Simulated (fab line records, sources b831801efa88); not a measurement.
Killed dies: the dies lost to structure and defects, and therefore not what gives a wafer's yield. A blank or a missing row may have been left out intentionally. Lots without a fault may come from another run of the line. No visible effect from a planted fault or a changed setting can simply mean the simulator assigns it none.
fab line records	flow gf180mcu
record: lots: 24	wafers: 72	last-day: 34
route steps=602 shown STI@15 HV_LDD@222 PSD@259 CONTACT@304 M1@330 V1@350
lots that met no fault: taken from a fault-free run of the same line
start-h: hours from the record's first day to the start of the lot's first wafer shown	wait-h: time in hours since the lot's previous step	" unchanged from the row above	L1.1+2: several wafers, shown together as one row	- no value, or no start was given	* or withheld: withheld	< > ~ a bound
route shown NAME@n: names a module that has steps shown in the file, with the first one's number in the route	usual: mean/standard deviation of fault-free wafers	same: alike in all rows	chamber/n: place in a boat	sites: per-site readings	_std_site: standard deviation across them	_edge_site: outer sites' mean less inner sites'	radius-mm: how far each site lies from the wafer's centre	mask NAME#n: copy n	behind: tool/chamber where the wafer was last shaped	hold: why the lot was held/for how many hours/how that ended	device: names the non-switching transistor (n, p or np)	end of line: the route-end tests of the same wafers	a step without rows: its recipe alone	killed: at the first sort, the dies lost to defects and structure; wafer yield is something else	map: per-die view of a wafer (x killed, . not killed, _ where there is no die)
set.NAME: the run value of the setting; set.NAME@STEP: its run value at that earlier step	model.NAME: the simulator's own value behind a step, which no gauge read
one table for each step of the route and one row for each wafer, over a sample of lots
services: when a tool's chamber went out of use (start-h, in hours from the record's first day, below 0 if earlier), for how many hours, and the reason
== steps ==
step: GF_STI_ETCH_14
recipe: target: Si	chemistry: HBr/Cl2/O2	target-depth-nm: 360	icp-w: 600	bias-w: 150	pressure-mtorr: 15	HBr_flow_sccm: 150	Cl2_flow_sccm: 40	O2_flow_sccm: 6	time-s: 102.9
usual: drypump-motor-current-A: 5.6/0.42	he-backside-leak-sccm: 2.8/0.37	oes-product-au: 1.006/0.01	throttle-valve-pct: 25.651/0.01
lot.wafer	tool	chamber	start-h	wait-h	drypump-motor-current-A	he-backside-leak-sccm	oes-product-au	rf-hours-counter-h	throttle-valve-pct
L074.2	rie-si-02	2	25.16	0.0	5.9	2.7	1.001	99	25.639
L074.4	"	1	"	"	5.9	2.6	1.011	71	25.660
L074.6	"	1	"	"	5.9	2.9	1.021	-	25.658
L075.2	rie-si-02	1	30.52	0.0	5.9	2.5	0.994	71	25.651
L075.5	"	3	"	"	5.8	2.8	1.012	-	25.647
L075.6	"	0	"	"	5.2	2.7	0.990	-	25.663
L076.2	rie-si-01	3	35.91	0.0	5.6	2.4	1.008	43	25.655
L076.3	"	1	"	"	5.4	2.7	1.016	61	25.665
L076.5	"	3	"	"	5.6	2.5	1.008	-	25.639
L077.3	rie-si-01	1	41.42	0.0	5.4	2.7	1.001	61	25.650
L077.5	"	1	"	"	5.4	2.7	0.997	-	25.657
L077.6	"	0	"	"	6.3	3.0	0.993	-	25.649
L078.2	rie-si-01	3	47.01	0.0	5.6	2.4	1.006	43	25.661
L078.3	"	2	"	"	5.0	2.5	1.008	102	25.637
L078.5	"	2	"	"	5.0	2.6	1.018	-	25.648
L079.1	rie-si-02	3	52.06	0.0	5.8	2.9	1.021	86	25.642
L079.5	"	3	"	"	5.8	3.0	1.022	-	25.651
L079.6	"	2	"	"	5.9	2.7	1.004	-	25.648
L080.2	rie-si-01	1	56.57	0.0	5.4	2.6	0.997	61	25.650
L080.3	"	3	"	"	5.6	2.6	1.014	43	25.661
L080.6	"	0	"	"	6.3	2.8	0.998	-	25.654
L081.1	rie-si-01	3	62.76	0.0	5.6	2.4	1.006	43	25.644
L081.4	"	0	"	"	6.3	2.9	0.996	130	25.644
L081.6	"	0	"	"	6.3	3.0	0.999	-	25.670
L082.2	rie-si-01	1	67.05	0.0	5.4	2.9	0.994	61	25.666
L082.4	"	3	"	"	5.6	2.5	1.010	43	25.644
L082.5	"	1	"	"	5.4	2.8	1.005	-	25.653
L083.1	rie-si-02	3	71.52	0.0	5.9	3.0	1.009	86	25.643
L083.3	"	1	"	"	5.9	2.6	1.013	72	25.646
L083.6	"	0	"	"	5.2	2.5	0.996	-	25.657
L084.1	rie-si-01	3	77.85	0.0	5.6	2.4	1.007	43	25.644
L084.2	"	0	"	"	6.3	2.9	1.003	130	25.643
L084.3	"	1	"	"	5.4	2.8	0.993	61	25.659
L085.1	rie-si-02	1	82.65	0.0	5.9	2.6	1.014	72	25.662
L085.5	"	3	"	"	5.9	3.1	1.024	-	25.663
L085.6	"	2	"	"	5.9	2.7	1.009	-	25.655
L086.2	rie-si-01	1	87.30	0.0	5.4	2.8	0.991	61	25.656
L086.3	"	3	"	"	5.6	2.6	1.007	43	25.663
L086.5	"	0	"	"	6.3	5.3	1.002	-	25.665
L087.2	rie-si-02	2	93.44	0.0	5.9	2.7	1.009	99	25.655
L087.3	"	3	"	"	5.8	3.0	1.004	86	25.654
L087.6	"	3	"	"	5.8	5.7	1.009	-	25.633
L088.1	rie-si-01	0	97.50	0.0	6.3	2.9	0.999	130	25.659
L088.2	"	1	"	"	5.5	2.8	1.008	62	25.666
L088.3	"	2	"	"	5.0	2.6	1.024	103	25.637
L089.1	rie-si-01	1	102.20	0.0	5.4	2.7	1.009	62	25.659
L089.4	"	3	"	"	5.6	2.5	1.013	43	25.657
L089.6	"	1	"	"	5.4	2.4	0.996	-	25.645
L090.2	rie-si-01	1	109.35	0.0	5.4	2.6	0.990	62	25.659
L090.3	"	2	"	"	5.0	2.5	1.022	103	25.645
L090.6	"	1	"	"	5.4	2.5	0.998	-	25.651
L091.1	rie-si-02	3	113.15	0.0	5.9	2.9	1.018	87	25.650
L091.2	"	1	"	"	5.9	2.6	1.005	72	25.648
L091.4	"	0	"	"	5.2	2.6	1.007	21	25.654
L092.3	rie-si-01	2	120.52	0.0	5.0	2.6	1.016	103	25.624
L092.5	"	2	"	"	5.0	2.7	1.027	-	25.635
L092.6	"	3	"	"	5.6	2.6	1.000	-	25.642
L093.1	rie-si-02	2	123.02	0.0	5.9	2.7	1.007	100	25.651
L093.3	"	1	"	"	5.9	2.6	1.012	72	25.658
L093.6	"	1	"	"	5.9	2.7	1.000	-	25.643
L094.4	rie-si-02	0	128.75	0.0	5.2	2.6	0.995	21	25.643
L094.5	"	2	"	"	5.9	2.8	1.002	-	25.655
L094.6	"	3	"	"	5.9	2.8	1.021	-	25.667
L095.3	rie-si-01	0	135.69	0.0	6.3	2.9	1.004	131	25.647
L095.5	"	0	"	"	6.3	3.0	0.992	-	25.648
L095.6	"	1	"	"	5.4	2.8	1.000	-	25.652
L096.1	rie-si-01	0	138.69	0.0	6.3	2.9	0.992	131	25.637
L096.3	"	1	"	"	5.4	2.6	1.008	62	25.667
L096.6	"	1	"	"	5.4	2.7	0.994	-	25.660
L097.1	rie-si-02	2	143.82	0.0	5.9	2.7	1.016	100	25.651
L097.2	"	3	"	"	5.9	3.0	1.032	87	25.630
L097.4	"	1	"	"	5.9	2.5	1.001	72	25.660
step: GF_HV_LDD_CD_MEAS_46
recipe: target-cd-nm: 400
usual: cd-nm: 399.8/2.1
lot.wafer	tool	chamber	start-h	wait-h	cd-nm
L074.2	cd-sem-02	-	272.61	0.1	399.9
L074.4	"	-	"	"	401.2
L074.6	"	-	"	"	400.4
L075.2	cd-sem-01	-	282.24	0.1	397.6
L075.5	"	-	"	"	396.5
L075.6	"	-	"	"	399.6
L076.2	cd-sem-01	-	290.69	0.1	400.8
L076.3	"	-	"	"	402.0
L076.5	"	-	"	"	400.6
L077.3	cd-sem-01	-	302.29	0.1	400.9
L077.5	"	-	"	"	400.7
L077.6	"	-	"	"	402.3
L078.2	cd-sem-01	-	311.59	0.1	401.7
L078.3	"	-	"	"	403.1
L078.5	"	-	"	"	401.1
L079.1	cd-sem-02	-	318.17	0.1	397.1
L079.5	"	-	"	"	401.2
L079.6	"	-	"	"	399.2
L080.2	cd-sem-02	-	329.24	0.1	400.1
L080.3	"	-	"	"	398.6
L080.6	"	-	"	"	398.4
L081.1	cd-sem-01	-	332.60	0.1	400.7
L081.4	"	-	"	"	402.6
L081.6	"	-	"	"	400.3
L082.2	cd-sem-02	-	342.77	0.1	405.4
L082.4	"	-	"	"	405.5
L082.5	"	-	"	"	401.5
L083.1	cd-sem-01	-	349.27	0.1	400.7
L083.3	"	-	"	"	400.2
L083.6	"	-	"	"	401.1
L084.1	cd-sem-01	-	357.69	0.1	401.5
L084.2	"	-	"	"	399.8
L084.3	"	-	"	"	399.7
L085.1	cd-sem-01	-	364.75	0.1	399.9
L085.5	"	-	"	"	398.9
L085.6	"	-	"	"	396.0
L086.2	cd-sem-02	-	376.49	0.1	403.0
L086.3	"	-	"	"	402.6
L086.5	"	-	"	"	401.4
L087.2	cd-sem-02	-	380.17	0.1	400.7
L087.3	"	-	"	"	399.2
L087.6	"	-	"	"	400.0
L088.1	cd-sem-02	-	388.02	0.1	398.7
L088.2	"	-	"	"	400.9
L088.3	"	-	"	"	400.7
L089.1	cd-sem-02	-	398.89	0.1	398.8
L089.4	"	-	"	"	395.4
L089.6	"	-	"	"	396.4
L090.2	cd-sem-02	-	405.29	0.1	396.3
L090.3	"	-	"	"	396.7
L090.6	"	-	"	"	398.0
L091.1	cd-sem-01	-	414.57	0.1	398.8
L091.2	"	-	"	"	400.0
L091.4	"	-	"	"	402.0
L092.3	cd-sem-02	-	424.19	0.1	399.8
L092.5	"	-	"	"	399.3
L092.6	"	-	"	"	400.5
L093.1	cd-sem-02	-	432.34	0.1	396.1
L093.3	"	-	"	"	397.6
L093.6	"	-	"	"	396.1
L094.4	cd-sem-01	-	438.73	0.1	401.4
L094.5	"	-	"	"	401.9
L094.6	"	-	"	"	401.4
L095.3	cd-sem-01	-	449.31	0.1	398.7
L095.5	"	-	"	"	398.8
L095.6	"	-	"	"	398.6
L096.1	cd-sem-01	-	456.20	0.1	400.4
L096.3	"	-	"	"	398.3
L096.6	"	-	"	"	398.0
L097.1	cd-sem-02	-	464.67	0.1	396.9
L097.2	"	-	"	"	398.9
L097.4	"	-	"	"	397.3
step: GF_PSD_TW_MEAS_11
usual: PSD_TW: 3209/19
lot.wafer	tool	chamber	start-h	wait-h	PSD_TW
L074.2	film-metro-02	-	317.38	0.1	3232
L074.4	"	-	"	"	3238
L074.6	"	-	"	"	3213
L075.2	film-metro-01	-	327.57	0.1	3183
L075.5	"	-	"	"	3171
L075.6	"	-	"	"	3200
L076.2	film-metro-01	-	336.73	0.1	3227
L076.3	"	-	"	"	3210
L076.5	"	-	"	"	3221
L077.3	film-metro-04	-	349.09	0.1	3218
L077.5	"	-	"	"	3206
L077.6	"	-	"	"	3206
L078.2	film-metro-02	-	359.33	0.1	3225
L078.3	"	-	"	"	3215
L078.5	"	-	"	"	3205
L079.1	film-metro-01	-	365.52	0.1	3202
L079.5	"	-	"	"	3208
L079.6	"	-	"	"	3197
L080.2	film-metro-04	-	378.42	0.1	3217
L080.3	"	-	"	"	3209
L080.6	"	-	"	"	3198
L081.1	film-metro-02	-	380.12	0.1	3215
L081.4	"	-	"	"	3219
L081.6	"	-	"	"	3225
L082.2	film-metro-02	-	393.77	0.1	3243
L082.4	"	-	"	"	3258
L082.5	"	-	"	"	3246
L083.1	film-metro-04	-	399.82	0.1	3209
L083.3	"	-	"	"	3211
L083.6	"	-	"	"	3202
L084.1	film-metro-01	-	408.27	0.1	3203
L084.2	"	-	"	"	3194
L084.3	"	-	"	"	3186
L085.1	film-metro-04	-	416.76	0.1	3200
L085.5	"	-	"	"	3200
L085.6	"	-	"	"	3177
L086.2	film-metro-01	-	428.28	0.1	3201
L086.3	"	-	"	"	3203
L086.5	"	-	"	"	3196
L087.2	film-metro-02	-	431.33	0.1	3213
L087.3	"	-	"	"	3230
L087.6	"	-	"	"	3230
L088.1	film-metro-02	-	440.72	0.1	3218
L088.2	"	-	"	"	3241
L088.3	"	-	"	"	3248
L089.1	film-metro-01	-	450.82	0.1	3213
L089.4	"	-	"	"	3200
L089.6	"	-	"	"	3204
L090.2	film-metro-01	-	459.56	0.1	3207
L090.3	"	-	"	"	3212
L090.6	"	-	"	"	3181
L091.1	film-metro-01	-	467.52	0.1	3206
L091.2	"	-	"	"	3191
L091.4	"	-	"	"	3194
L092.3	film-metro-04	-	477.72	0.1	3182
L092.5	"	-	"	"	3183
L092.6	"	-	"	"	3195
L093.1	film-metro-04	-	485.55	0.1	3200
L093.3	"	-	"	"	3216
L093.6	"	-	"	"	3221
L094.4	film-metro-04	-	491.60	0.1	3211
L094.5	"	-	"	"	3210
L094.6	"	-	"	"	3209
L095.3	film-metro-01	-	502.09	0.1	3190
L095.5	"	-	"	"	3176
L095.6	"	-	"	"	3204
L096.1	film-metro-01	-	508.37	0.1	3187
L096.3	"	-	"	"	3172
L096.6	"	-	"	"	3191
L097.1	film-metro-02	-	518.10	0.1	3248
L097.2	"	-	"	"	3241
L097.4	"	-	"	"	3235
step: GF_CONTACT_ETCH_17
recipe: chemistry: C4F8/O2/Ar	mask-material: KrF	target: SiO2	stop-on: CoSi2	source-w: 1500	bias-w: 1200	pressure-mtorr: 40	c4f8-flow-sccm: withheld	O2_flow_sccm: 6	Ar_flow_sccm: 300	time-s: withheld	target-depth-a: 8600
usual: oes-product-au: 0.814/0.005
lot.wafer	tool	chamber	start-h	wait-h	oes-product-au
L074.2	rie-diel-02	2	-	-	0.809
L074.4	"	0	"	"	0.810
L074.6	"	2	"	"	0.814
L075.2	rie-diel-04	0	-	-	0.816
L075.5	"	3	"	"	0.815
L075.6	"	0	"	"	0.817
L076.2	rie-diel-03	1	-	-	0.819
L076.3	"	0	"	"	0.823
L076.5	"	0	"	"	0.819
L077.3	rie-diel-03	1	-	-	0.809
L077.5	"	2	"	"	0.817
L077.6	"	0	"	"	0.812
L078.2	rie-diel-02	2	-	-	0.812
L078.3	"	0	"	"	0.814
L078.5	"	0	"	"	0.809
L079.1	rie-diel-03	2	-	-	0.813
L079.5	"	1	"	"	0.813
L079.6	"	2	"	"	0.812
L080.2	rie-diel-02	2	-	-	0.806
L080.3	"	0	"	"	0.813
L080.6	"	0	"	"	0.813
L081.1	rie-diel-03	0	-	-	0.812
L081.4	"	1	"	"	0.807
L081.6	"	1	"	"	0.816
L082.2	rie-diel-04	2	-	-	0.806
L082.4	"	2	"	"	0.809
L082.5	"	2	"	"	0.804
L083.1	rie-diel-03	2	-	-	0.820
L083.3	"	0	"	"	0.821
L083.6	"	0	"	"	0.817
L084.1	rie-diel-02	2	-	-	0.815
L084.2	"	1	"	"	0.822
L084.3	"	3	"	"	0.805
L085.1	rie-diel-03	2	-	-	0.818
L085.5	"	3	"	"	0.821
L085.6	"	2	"	"	0.816
L086.2	rie-diel-02	2	-	-	0.824
L086.3	"	3	"	"	0.816
L086.5	"	0	"	"	0.818
L087.2	rie-diel-03	0	-	-	0.815
L087.3	"	3	"	"	0.814
L087.6	"	3	"	"	0.818
L088.1	rie-diel-03	3	-	-	0.802
L088.2	"	0	"	"	0.822
L088.3	"	2	"	"	0.810
L089.1	rie-diel-03	1	-	-	0.816
L089.4	"	3	"	"	0.818
L089.6	"	0	"	"	0.816
L090.2	rie-diel-04	1	-	-	0.815
L090.3	"	0	"	"	0.819
L090.6	"	0	"	"	0.804
L091.1	rie-diel-03	2	-	-	0.819
L091.2	"	0	"	"	0.817
L091.4	"	1	"	"	0.812
L092.3	rie-diel-03	0	-	-	0.811
L092.5	"	3	"	"	0.813
L092.6	"	2	"	"	0.817
L093.1	rie-diel-03	3	-	-	0.810
L093.3	"	0	"	"	0.816
L093.6	"	2	"	"	0.808
L094.4	rie-diel-03	3	-	-	0.805
L094.5	"	2	"	"	0.812
L094.6	"	3	"	"	0.820
L095.3	rie-diel-02	0	-	-	0.822
L095.5	"	0	"	"	0.816
L095.6	"	3	"	"	0.816
L096.1	rie-diel-03	1	-	-	0.815
L096.3	"	3	"	"	0.806
L096.6	"	0	"	"	0.806
L097.1	rie-diel-02	0	-	-	0.812
L097.2	"	2	"	"	0.814
L097.4	"	3	"	"	0.814
step: GF_M1_OVL_MEAS_15
usual: M1_OVL: 1/6.5
lot.wafer	tool	chamber	start-h	wait-h	M1_OVL[nm]
L074.2	overlay-01	-	385.59	0.1	-8
L074.4	"	-	"	"	0
L074.6	"	-	"	"	-6
L075.2	overlay-01	-	398.29	0.1	5
L075.5	"	-	"	"	4
L075.6	"	-	"	"	6
L076.2	overlay-02	-	407.87	0.1	-11
L076.3	"	-	"	"	-7
L076.5	"	-	"	"	-8
L077.3	overlay-01	-	421.05	0.1	5
L077.5	"	-	"	"	0
L077.6	"	-	"	"	5
L078.2	overlay-01	-	433.12	0.1	-4
L078.3	"	-	"	"	-5
L078.5	"	-	"	"	-1
L079.1	overlay-01	-	439.69	0.1	-10
L079.5	"	-	"	"	-7
L079.6	"	-	"	"	-2
L080.2	overlay-01	-	455.09	0.1	-11
L080.3	"	-	"	"	-7
L080.6	"	-	"	"	-5
L081.1	overlay-01	-	456.04	0.1	-1
L081.4	"	-	"	"	4
L081.6	"	-	"	"	4
L082.2	overlay-01	-	470.32	0.1	6
L082.4	"	-	"	"	7
L082.5	"	-	"	"	3
L083.1	overlay-01	-	475.34	0.1	0
L083.3	"	-	"	"	-4
L083.6	"	-	"	"	-2
L084.1	overlay-02	-	484.58	0.1	6
L084.2	"	-	"	"	-2
L084.3	"	-	"	"	2
L085.1	overlay-02	-	493.93	0.1	9
L085.5	"	-	"	"	8
L085.6	"	-	"	"	9
L086.2	overlay-02	-	505.39	0.1	3
L086.3	"	-	"	"	1
L086.5	"	-	"	"	4
L087.2	overlay-02	-	507.99	0.1	10
L087.3	"	-	"	"	4
L087.6	"	-	"	"	11
L088.1	overlay-02	-	516.98	0.1	11
L088.2	"	-	"	"	6
L088.3	"	-	"	"	13
L089.1	overlay-01	-	525.23	0.1	9
L089.4	"	-	"	"	9
L089.6	"	-	"	"	11
L090.2	overlay-01	-	534.49	0.1	7
L090.3	"	-	"	"	8
L090.6	"	-	"	"	11
L091.1	overlay-01	-	542.59	0.1	11
L091.2	"	-	"	"	6
L091.4	"	-	"	"	6
L092.3	overlay-01	-	551.05	0.1	-1
L092.5	"	-	"	"	0
L092.6	"	-	"	"	-1
L093.1	overlay-02	-	559.28	0.1	-9
L093.3	"	-	"	"	-6
L093.6	"	-	"	"	-7
L094.4	overlay-01	-	563.13	0.1	-4
L094.5	"	-	"	"	7
L094.6	"	-	"	"	-2
L095.3	overlay-02	-	573.10	0.1	-1
L095.5	"	-	"	"	-1
L095.6	"	-	"	"	-1
L096.1	overlay-02	-	580.06	0.1	2
L096.3	"	-	"	"	-5
L096.6	"	-	"	"	-8
L097.1	overlay-02	-	588.73	0.1	12
L097.2	"	-	"	"	9
L097.4	"	-	"	"	5
step: GF_V1_OVL_MEAS_15
usual: V1_OVL: 0/5.1
lot.wafer	tool	chamber	start-h	wait-h	V1_OVL[nm]
L074.2	overlay-01	-	410.94	0.1	4
L074.4	"	-	"	"	8
L074.6	"	-	"	"	6
L075.2	overlay-01	-	423.68	0.1	9
L075.5	"	-	"	"	0
L075.6	"	-	"	"	13
L076.2	overlay-01	-	434.14	0.1	0
L076.3	"	-	"	"	5
L076.5	"	-	"	"	6
L077.3	overlay-02	-	447.35	0.1	-1
L077.5	"	-	"	"	-4
L077.6	"	-	"	"	0
L078.2	overlay-01	-	459.19	0.1	-9
L078.3	"	-	"	"	1
L078.5	"	-	"	"	-2
L079.1	overlay-01	-	465.34	0.1	-6
L079.5	"	-	"	"	-1
L079.6	"	-	"	"	-10
L080.2	overlay-01	-	481.69	0.1	-1
L080.3	"	-	"	"	10
L080.6	"	-	"	"	9
L081.1	overlay-02	-	481.99	0.1	4
L081.4	"	-	"	"	-3
L081.6	"	-	"	"	-8
L082.2	overlay-01	-	495.84	0.1	7
L082.4	"	-	"	"	2
L082.5	"	-	"	"	1
L083.1	overlay-01	-	501.42	0.1	-3
L083.3	"	-	"	"	-1
L083.6	"	-	"	"	-4
L084.1	overlay-02	-	509.83	0.1	0
L084.2	"	-	"	"	3
L084.3	"	-	"	"	-2
L085.1	overlay-02	-	518.77	0.1	0
L085.5	"	-	"	"	6
L085.6	"	-	"	"	4
L086.2	overlay-02	-	530.54	0.1	-8
L086.3	"	-	"	"	-1
L086.5	"	-	"	"	-7
L087.2	overlay-01	-	532.64	0.1	-3
L087.3	"	-	"	"	-3
L087.6	"	-	"	"	-3
L088.1	overlay-01	-	541.64	0.1	-13
L088.2	"	-	"	"	-4
L088.3	"	-	"	"	-10
L089.1	overlay-02	-	549.62	0.1	5
L089.4	"	-	"	"	5
L089.6	"	-	"	"	2
L090.2	overlay-02	-	558.94	0.1	2
L090.3	"	-	"	"	2
L090.6	"	-	"	"	-2
L091.1	overlay-02	-	566.63	0.1	5
L091.2	"	-	"	"	3
L091.4	"	-	"	"	4
L092.3	overlay-01	-	575.00	0.1	6
L092.5	"	-	"	"	0
L092.6	"	-	"	"	-4
L093.1	overlay-02	-	583.02	0.1	-5
L093.3	"	-	"	"	-7
L093.6	"	-	"	"	-4
L094.4	overlay-01	-	585.90	0.1	3
L094.5	"	-	"	"	1
L094.6	"	-	"	"	3
L095.3	overlay-02	-	595.90	0.1	5
L095.5	"	-	"	"	-3
L095.6	"	-	"	"	0
L096.1	overlay-02	-	602.83	0.1	-2
L096.3	"	-	"	"	4
L096.6	"	-	"	"	3
L097.1	overlay-01	-	611.67	0.1	1
L097.2	"	-	"	"	-4
L097.4	"	-	"	"	-6
== services ==
tool	chamber	start-h	hours	kind
rie-si-01	1	1.33	9.6	repair
rie-diel-03	-	15.71	0.1	repair
rie-diel-03	3	32.75	8.1	repair
rie-si-02	-	50.80	1.2	repair
rie-si-01	-	112.78	0.5	repair
rie-diel-03	3	114.73	2.0	repair
rie-si-01	-	126.67	2.8	pm
rie-diel-03	3	136.71	8.6	repair
rie-diel-03	-	160.69	0.1	repair
rie-diel-03	0	174.12	3.3	repair
rie-si-02	0	205.22	3.1	repair
rie-si-02	-	234.70	4.3	pm
rie-si-02	2	252.83	1.2	repair
rie-diel-03	0	253.22	3.9	repair
rie-si-01	3	309.91	26.6	repair
rie-diel-03	1	363.09	10.5	repair
rie-si-01	-	381.80	0.1	repair
rie-si-01	2	425.78	2.5	repair
rie-si-02	-	457.27	0.8	repair
rie-si-02	-	476.82	2.8	pm
rie-diel-03	1	478.43	7.7	repair
rie-si-01	-	493.56	0.1	repair
rie-si-01	0	509.52	4.5	repair
rie-si-01	1	537.84	17.9	repair
== key ==
fault none
